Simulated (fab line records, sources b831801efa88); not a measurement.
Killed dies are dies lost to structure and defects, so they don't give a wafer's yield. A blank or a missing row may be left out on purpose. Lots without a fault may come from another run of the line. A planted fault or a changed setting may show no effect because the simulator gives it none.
Which tool did it? | flow sky130 | 13 lots, 39 wafers sampled, at 3 steps of a route of 708

WHAT THE GAUGES READ, wafer by wafer
SKY_VT_ADJUST_NCORE_CD_MEAS_07: target cd 380 nm. Usual: cd_nm 380.4 nm, standard deviation 2.3.
lot  | measured     | on        | cd_nm (nm)        | flag
L582 | day 9 05:35  | cd_sem-01 | 377.8 380.3 377.6 |
L583 | day 9 10:41  | cd_sem-01 | 383.2 381.1 384.2 |
L584 | day 9 21:19  | cd_sem-01 | 378.1 377.7 377.8 |
L585 | day 10 03:41 | cd_sem-02 | 384.8 381.4 384.3 |
L587 | day 10 11:52 | cd_sem-01 | 382.6 380.2 380.3 |
L590 | day 11 10:32 | cd_sem-02 | 380.7 383.3 382.0 |
L594 | day 13 02:53 | cd_sem-01 | 382.8 384.2 383.7 |
L598 | day 14 15:17 | cd_sem-01 | 376.4 377.7 378.0 |
L601 | day 15 04:24 | cd_sem-02 | 382.1 382.6 380.1 |
L600 | day 15 05:03 | cd_sem-01 | 383.1 381.9 380.4 |
L602 | day 15 07:43 | cd_sem-02 | 377.6 379.4 378.8 |
L603 | day 15 12:59 | cd_sem-01 | 379.5 381.0 377.9 |
L604 | day 15 18:25 | cd_sem-02 | 375.5 376.7 374.3 |

SKY_VT_ADJUST_PCH_OVL_MEAS_07. Usual: VT_ADJUST_PCH_OVL -1.1 nm, standard deviation 1.5.
lot  | measured     | on         | VT_ADJUST_PCH_OVL (nm) | flag
L582 | day 11 01:05 | overlay-02 | -1.2 -2.6 -1.1         |
L583 | day 11 08:44 | overlay-01 | 0.6 -3.3 0.7           |
L584 | day 11 19:53 | overlay-02 | 0.7 -0.1 0.3           |
L585 | day 12 01:23 | overlay-01 | -1.0 -2.1 -0.8         |
L587 | day 12 11:50 | overlay-02 | -2.8 -1.2 -3.7         |
L590 | day 13 12:38 | overlay-01 | 1.4 0.0 1.6            |
L594 | day 15 06:59 | overlay-01 | 0.6 2.1 -0.7           |
L598 | day 17 00:17 | overlay-02 | 1.2 -0.7 0.2           |
L601 | day 17 13:38 | overlay-01 | -3.4 -1.1 -2.2         |
L600 | day 17 14:43 | overlay-02 | -0.5 -0.1 0.1          |
L602 | day 17 17:12 | overlay-02 | -3.5 -3.1 -1.0         |
L603 | day 17 22:44 | overlay-01 | -0.7 -2.1 -0.2         |
L604 | day 18 05:11 | overlay-02 | -0.5 2.1 -2.9          |

SKY_GATE_OXIDE_THK_MEAS_02. Usual: GATE_OXIDE_OXIDATION_00_THK 10.30 nm, standard deviation 0.2.
lot  | measured     | on            | GATE_OXIDE_OXIDATION_00_THK (nm) | flag
L582 | day 13 11:15 | film_metro-04 | 10.22 10.38 10.19                |
L583 | day 13 18:25 | film_metro-02 | 10.12 9.88 10.08                 |
L584 | day 14 07:22 | film_metro-04 | 10.36 10.32 10.34                |
L585 | day 14 15:43 | film_metro-03 | 10.14 10.21 10.05                |
L587 | day 15 02:10 | film_metro-04 | 10.27 10.16 10.20                |
L590 | day 16 01:48 | film_metro-04 | 9.99 10.14 10.12                 |
L594 | day 18 01:02 | film_metro-04 | 10.68 10.69 10.58                |
L598 | day 19 22:57 | film_metro-03 | 10.73 10.36 10.45                |
L601 | day 20 13:52 | film_metro-03 | 10.28 10.29 10.06                |
L600 | day 20 13:51 | film_metro-02 | 10.25 10.33 10.33                |
L602 | day 20 20:44 | film_metro-04 | 10.16 10.36 10.29                |
L603 | day 20 20:43 | film_metro-03 | 10.34 10.37 10.13                |
L604 | day 21 05:59 | film_metro-04 | 10.35 10.67 10.54                |

WHICH TOOL RAN EACH LOT (tool, then ch and the chambers of the sampled wafers, then the start)
The record holds no process step before these readings.

WHAT THE TOOLS THEMSELVES READ (means of the sampled wafers that have a number; where no wafer has one, the mark that the record gives instead)
The record holds no such reading with a usual standard deviation.

THE ANSWER, worked out from the rows above alone
Rule: a lot is off if the mean of its wafers that have a number lies more than 3 standard deviations from the usual mean. A lot without any number at a reading at which 4 lots or more have one is off too. The other lots that the step has rows for count as sound. The gauges are gone through in route order, then the tools' own readings, and for those a lot's mean is taken as printed above. The first step at which some lot is off is used, and at that step the reading that is off furthest; a lot without a number counts as furthest.
No lot is off at any reading shown: from this, nothing can be told.

WHAT THE SIMULATOR HAD PUT IN
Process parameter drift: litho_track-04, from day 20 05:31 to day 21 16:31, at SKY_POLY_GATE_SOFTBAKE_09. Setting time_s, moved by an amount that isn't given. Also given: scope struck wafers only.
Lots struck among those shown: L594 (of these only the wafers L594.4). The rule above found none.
